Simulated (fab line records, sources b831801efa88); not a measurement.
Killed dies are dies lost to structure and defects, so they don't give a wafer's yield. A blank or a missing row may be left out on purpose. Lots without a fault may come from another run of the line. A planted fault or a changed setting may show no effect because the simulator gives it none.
Tool commonality check | flow gf180mcu | 12 lots, 36 wafers sampled

WHY IT WAS OPENED
At GF_LVPWELL_TW_MEAS_11 the reading LVPWELL_TW is flagged on 1 of 12 lots. Wafers without a fault read 558, standard deviation 3.2.
Rule: a lot is flagged when every wafer of it that has a number lies more than 4 standard deviations from that mean, or none has a number. The other lots count as sound.

lot  | measured    | on            | LVPWELL_TW, wafer by wafer | flag
L306 | day 3 20:29 | film_metro-04 | 565 562 559                |
L307 | day 4 03:30 | film_metro-01 | 555 554 556                |
L308 | day 4 07:20 | film_metro-01 | 555 552 554                |
L309 | day 4 13:31 | film_metro-01 | 554 556 557                |
L310 | day 4 21:46 | film_metro-01 | 553 556 556                |
L311 | day 5 01:17 | film_metro-01 | 553 555 554                |
L312 | day 5 05:08 | film_metro-01 | 557 554 560                |
L313 | day 5 14:19 | film_metro-02 | 563 561 558                |
L314 | day 5 23:20 | film_metro-02 | 30 30 30                   | FLAGGED
L315 | day 6 11:25 | film_metro-01 | 558 560 558                |
L324 | day 8 03:55 | film_metro-04 | 559 562 561                |
L329 | day 9 09:07 | film_metro-04 | 563 563 559                |
The numbers of the flagged lots are 30 on average: -528 against the usual, or -99 or more standard deviations.

WHICH TOOL RAN EACH LOT
The record holds 2 process steps before the reading, out of a route of 602 steps. In each cell: the tool, then ch and the chambers that the sampled wafers went through, then the start.
lot  | flag    | GF_DNWELL_STRIP_08                  | GF_LVPWELL_EXPOSE_04
L306 |         | plasma_asher-01 ch 1, day 2 18:03   | iline_stepper-01 ch 0, day 3 13:49
L307 |         | plasma_asher-01 ch 1, day 3 01:09   | iline_stepper-01 ch 0, day 3 20:24
L308 |         | plasma_asher-03 ch 0,1, day 3 04:31 | iline_stepper-02 ch 0, day 4 00:49
L309 |         | plasma_asher-04 ch 0,1, day 3 10:08 | iline_stepper-02 ch 0, day 4 06:34
L310 |         | plasma_asher-04 ch 0,1, day 3 19:17 | iline_stepper-01 ch 0, day 4 15:09
L311 |         | plasma_asher-03 ch 0,1, day 3 22:43 | iline_stepper-02 ch 0, day 4 18:40
L312 |         | plasma_asher-04 ch 0,1, day 4 03:10 | iline_stepper-02 ch 0, day 4 22:37
L313 |         | plasma_asher-04 ch 1, day 4 10:57   | iline_stepper-02 ch 0, day 5 07:23
L314 | FLAGGED | plasma_asher-04 ch 0,1, day 4 18:56 | iline_stepper-01 ch 0, day 5 15:53
L315 |         | plasma_asher-03 ch 0,1, day 5 05:47 | iline_stepper-02 ch 0, day 6 04:42
L324 |         | plasma_asher-01 ch 0,1, day 6 20:00 | iline_stepper-01 ch 0, day 7 19:25
L329 |         | plasma_asher-01 ch 0,1, day 7 23:35 | iline_stepper-02 ch 0, day 9 00:23
What these steps do:
- GF_DNWELL_STRIP_08: strips in O2/N2.
- GF_LVPWELL_EXPOSE_04: exposes mask LVPWELL, target cd 600 nm.
- GF_LVPWELL_TW_MEAS_11

FLAGGED OVER TOTAL, TOOL BY TOOL (the gauges that took the reading come last)
step                  | tool             | lots run | flagged | share of the flagged lots | sound lots run after its first flagged lot
GF_DNWELL_STRIP_08    | plasma_asher-01  | 4        | 0       | none                      | -
GF_DNWELL_STRIP_08    | plasma_asher-03  | 3        | 0       | none                      | -
GF_DNWELL_STRIP_08    | plasma_asher-04  | 5        | 1       | all                       | 0
GF_LVPWELL_EXPOSE_04  | iline_stepper-01 | 5        | 1       | all                       | 1 (L324)
GF_LVPWELL_EXPOSE_04  | iline_stepper-02 | 7        | 0       | none                      | -
GF_LVPWELL_TW_MEAS_11 | film_metro-01    | 7        | 0       | none                      | -
GF_LVPWELL_TW_MEAS_11 | film_metro-02    | 2        | 1       | all                       | 0
GF_LVPWELL_TW_MEAS_11 | film_metro-04    | 3        | 0       | none                      | -

WHAT THE TABLE ALLOWS
3 rows of the table ran every flagged lot: plasma_asher-04 at GF_DNWELL_STRIP_08, iline_stepper-01 at GF_LVPWELL_EXPOSE_04, film_metro-02 at GF_LVPWELL_TW_MEAS_11.
- plasma_asher-04 at GF_DNWELL_STRIP_08: 1 of its 5 lots flagged. Its last sound lot is L313 (day 4 10:57), its first flagged lot L314 (day 4 18:56): a fault that began between those two fits.
- iline_stepper-01 at GF_LVPWELL_EXPOSE_04: 1 of its 5 lots flagged. Sound lots ran on it after the first flagged one (L324), which a lasting fault on the whole tool wouldn't allow.
- film_metro-02 at GF_LVPWELL_TW_MEAS_11: 1 of its 2 lots flagged. Its last sound lot is L313 (day 5 14:19), its first flagged lot L314 (day 5 23:20): a fault that began between those two fits.
Counting lots can't tell these 2 tools apart, because each fits a fault that began at some hour. More lots, or a look at what each step does to the wafer, might.

WHAT THE SIMULATOR HAD PUT IN
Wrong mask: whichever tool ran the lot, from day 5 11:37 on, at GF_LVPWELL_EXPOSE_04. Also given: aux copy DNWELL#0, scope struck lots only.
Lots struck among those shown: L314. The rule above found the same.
